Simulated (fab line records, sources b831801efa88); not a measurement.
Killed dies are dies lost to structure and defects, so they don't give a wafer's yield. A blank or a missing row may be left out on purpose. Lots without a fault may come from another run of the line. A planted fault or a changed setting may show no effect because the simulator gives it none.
A struck lot beside a sound one | flow sky130 | 22 steps out of a route of 708
Sound: wafers L115.3, L115.4, L115.5. Struck: wafers L124.1, L124.2, L124.6. The cause comes at the end.
At each step with rows: each side's tool, then ch and its chambers, then its first start. Under that, the readings that differ: sound wafers | struck wafers | difference of the means | sigmas: that difference in standard deviations of wafers without a fault.
alike: readings whose means differ by less than 2 such deviations, and words and numbers that are the same on both sides. not compared: withheld readings, readings that some wafer has no value for, bounds like >300 that may hide the same value, and numbers for which the record gives no deviation and whose values overlap.
The two part at a step that has a row with sigmas, a row that says differs or no value, or rows on one side only. Numbers that don't overlap but have no deviation are shown without sigmas and don't part them. A reading that every wafer of one side lacks parts them only if that side has two wafers or more.

first, 4 steps without rows for these wafers: SKY_NWELL_SOFTBAKE_06; SKY_NWELL_EXPOSE_07 (exposes mask NWM, target cd 840 nm); SKY_NWELL_PEB_08; SKY_NWELL_DEVELOP_09 (develop time 60 s).
SKY_NWELL_OVL_MEAS_10:
  sound on overlay-02, day 5 02:13; struck on overlay-01, day 8 07:41
  alike: NWELL_00_OVL
then, 3 steps without rows for these wafers: SKY_NWELL_IMPLANT_11; SKY_NWELL_IMPLANT_12; SKY_NWELL_IMPLANT_13.
SKY_NWELL_STRIP_14: strips in O2/N2.
  sound on plasma_asher-03 ch 0,1, day 5 02:43; struck on plasma_asher-01 ch 0,1, day 8 08:10
  alike: drypump_motor_current_A, oes_product_au, strip_time_to_endpoint_s
  not compared: rf_hours_counter_h
SKY_NWELL_TW_MEAS_15:
  sound on film_metro-02, day 5 02:48; struck on film_metro-01, day 8 08:16
  alike: NWELL_TW
then, 2 steps without rows for these wafers: SKY_NWELL_DEHYDRATE_16 (time 60 s); SKY_NWELL_HMDS_17 (prime time 60 s).
SKY_NWELL_COAT_18: resist thk 3000 nm.
  sound on litho_track-02 ch 0, day 5 10:28; struck on litho_track-01 ch 0, day 8 18:08
  reading                                 | sound          | struck         | difference | sigmas
  model.coat_of_NWELL_COAT_18.thk_nm (nm) | 2991 2994 2994 | 3188 3187 3184 | +193       |
then, 3 steps without rows for these wafers: SKY_NWELL_SOFTBAKE_19; SKY_NWELL_EXPOSE_20 (exposes mask NWM COMPLEMENT, target cd 840 nm); SKY_NWELL_PEB_21.
SKY_NWELL_DEVELOP_22: develop time 60 s.
  sound on litho_track-02 ch 0; struck on litho_track-01 ch 0
  reading                                 | sound          | struck         | difference | sigmas
  model.coat_of_NWELL_COAT_18.thk_nm (nm) | 2987 2990 2990 | 3183 3183 3180 | +193       |
  alike: developer_temp_C
SKY_NWELL_OVL_MEAS_23:
  sound on overlay-02, day 5 19:41; struck on overlay-01, day 9 05:17
  alike: NWELL_01_OVL
then, 1 step without rows for these wafers: SKY_NWELL_IMPLANT_24.
SKY_NWELL_STRIP_25: strips in O2/N2.
  sound on plasma_asher-03 ch 0,1, day 5 19:53; struck on plasma_asher-03 ch 0,1, day 9 05:28
  reading                      | sound             | struck            | difference | sigmas
  strip_time_to_endpoint_s (s) | 36.82 36.83 36.84 | 39.05 39.04 39.01 | +2.20      | +20
  alike: drypump_motor_current_A, oes_product_au
  not compared: rf_hours_counter_h
SKY_NWELL_TW_MEAS_26:
  sound on film_metro-02, day 5 19:59; struck on film_metro-04, day 9 05:34
  alike: NWELL_2_TW
-- the record jumps here: 41 days lie between the struck wafers' starts before and after (it left off in module NWELL and takes up again in module PAD_OPEN, whose first step shown is number 708 of the route) --
SKY_PAD_OPEN_PROBE_99:
  sound on prober-02, day 46 12:49; struck on prober-01, day 49 19:35
  alike: killed_at_M0_to_M3, killed_at_M4_up, killed_at_contacts, killed_at_front_end, killed_at_other, killed_dies, killed_open, killed_short

WHERE THEY PART
Only at SKY_NWELL_STRIP_25, within this record. Later steps at which nothing parts them and some readings are alike: SKY_NWELL_TW_MEAS_26, SKY_PAD_OPEN_PROBE_99.

WHY: what the simulator had put in
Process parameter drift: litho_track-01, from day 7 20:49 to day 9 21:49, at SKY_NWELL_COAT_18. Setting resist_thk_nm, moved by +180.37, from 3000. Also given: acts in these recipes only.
